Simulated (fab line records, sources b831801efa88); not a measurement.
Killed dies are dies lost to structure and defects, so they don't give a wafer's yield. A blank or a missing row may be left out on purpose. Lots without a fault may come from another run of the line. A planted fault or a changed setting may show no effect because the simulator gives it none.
Tool commonality check | flow gf180mcu | 15 lots, 45 wafers sampled

WHY IT WAS OPENED
At GF_PSD_CD_MEAS_07 the reading cd_nm is flagged on 3 of 15 lots. Wafers without a fault read 401.0 nm, standard deviation 1.9.
Rule: a lot is flagged when every wafer of it that has a number lies more than 4 standard deviations from that mean, or none has a number. The other lots count as sound.

lot  | measured     | on        | cd_nm (nm), wafer by wafer | flag
L707 | day 14 22:02 | cd_sem-01 | 401.0 399.1 402.2          |
L709 | day 15 07:56 | cd_sem-01 | 403.6 403.2 403.9          |
L710 | day 15 20:13 | cd_sem-02 | 398.9 399.7 399.0          |
L712 | day 16 10:28 | cd_sem-02 | 405.2 404.5 404.5          |
L714 | day 17 01:17 | cd_sem-01 | 401.2 402.3 400.9          |
L715 | day 17 08:18 | cd_sem-01 | 401.1 398.9 402.3          |
L716 | day 17 17:24 | cd_sem-02 | 405.0 405.5 405.1          |
L717 | day 18 05:59 | cd_sem-02 | 403.6 400.2 400.0          |
L718 | day 18 09:41 | cd_sem-02 | 399.4 402.6 402.2          |
L722 | day 19 18:58 | cd_sem-01 | 380.3 379.1 380.0          | FLAGGED
L724 | day 20 08:24 | cd_sem-02 | 399.5 401.6 400.8          |
L726 | day 21 03:11 | cd_sem-02 | 388.2 386.6 384.4          | FLAGGED
L727 | day 21 08:04 | cd_sem-02 | 399.0 398.3 397.6          |
L728 | day 21 17:58 | cd_sem-01 | 383.7 386.4 384.5          | FLAGGED
L729 | day 22 04:22 | cd_sem-01 | 401.6 399.5 401.3          |
The numbers of the flagged lots are 383.7 nm on average: -17.3 nm against the usual, or -9 standard deviations.

WHICH TOOL RAN EACH LOT
The record holds 1 process step before the reading, out of a route of 602 steps. In each cell: the tool, then ch and the chambers that the sampled wafers went through, then the start.
lot  | flag    | GF_PSD_EXPOSE_04
L707 |         | iline_stepper-01 ch 0, day 14 11:37
L709 |         | iline_stepper-02 ch 0, day 14 21:26
L710 |         | iline_stepper-01 ch 0, day 15 09:35
L712 |         | iline_stepper-02 ch 0, day 15 23:47
L714 |         | iline_stepper-01 ch 0, day 16 14:13
L715 |         | iline_stepper-02 ch 0, day 16 20:38
L716 |         | iline_stepper-01 ch 0, day 17 06:30
L717 |         | iline_stepper-01 ch 0, day 17 18:57
L718 |         | iline_stepper-01 ch 0, day 17 21:56
L722 | FLAGGED | iline_stepper-01 ch 0, day 19 07:18
L724 |         | iline_stepper-02 ch 0, day 19 20:41
L726 | FLAGGED | iline_stepper-01 ch 0, day 20 15:45
L727 |         | iline_stepper-02 ch 0, day 20 20:12
L728 | FLAGGED | iline_stepper-01 ch 0, day 21 06:47
L729 |         | iline_stepper-02 ch 0, day 21 16:41
What these steps do:
- GF_PSD_EXPOSE_04: exposes mask Pplus, target cd 400 nm.
- GF_PSD_CD_MEAS_07: target cd 400 nm.

FLAGGED OVER TOTAL, TOOL BY TOOL (the gauges that took the reading come last)
step              | tool             | lots run | flagged | share of the flagged lots | sound lots run after its first flagged lot
GF_PSD_EXPOSE_04  | iline_stepper-01 | 9        | 3       | all                       | 0
GF_PSD_EXPOSE_04  | iline_stepper-02 | 6        | 0       | none                      | -
GF_PSD_CD_MEAS_07 | cd_sem-01        | 7        | 2       | some                      | 1 (L729)
GF_PSD_CD_MEAS_07 | cd_sem-02        | 8        | 1       | some                      | 1 (L727)

WHAT THE TABLE ALLOWS
1 row of the table ran every flagged lot: iline_stepper-01 at GF_PSD_EXPOSE_04.
- iline_stepper-01 at GF_PSD_EXPOSE_04: 3 of its 9 lots flagged. Its last sound lot is L718 (day 17 21:56), its first flagged lot L722 (day 19 07:18): a fault that began between those two fits. Its own readings lie more than 4 standard deviations out on every wafer of the flagged lots: exposure_dose_mJ_cm2.
One tool is left: iline_stepper-01 at GF_PSD_EXPOSE_04.

WHAT THE SIMULATOR HAD PUT IN
Process parameter drift: iline_stepper-01, from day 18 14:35 on, at GF_PSD_EXPOSE_04. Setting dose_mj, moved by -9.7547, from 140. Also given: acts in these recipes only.
Lots struck among those shown: L722, L726, L728. The rule above found the same.
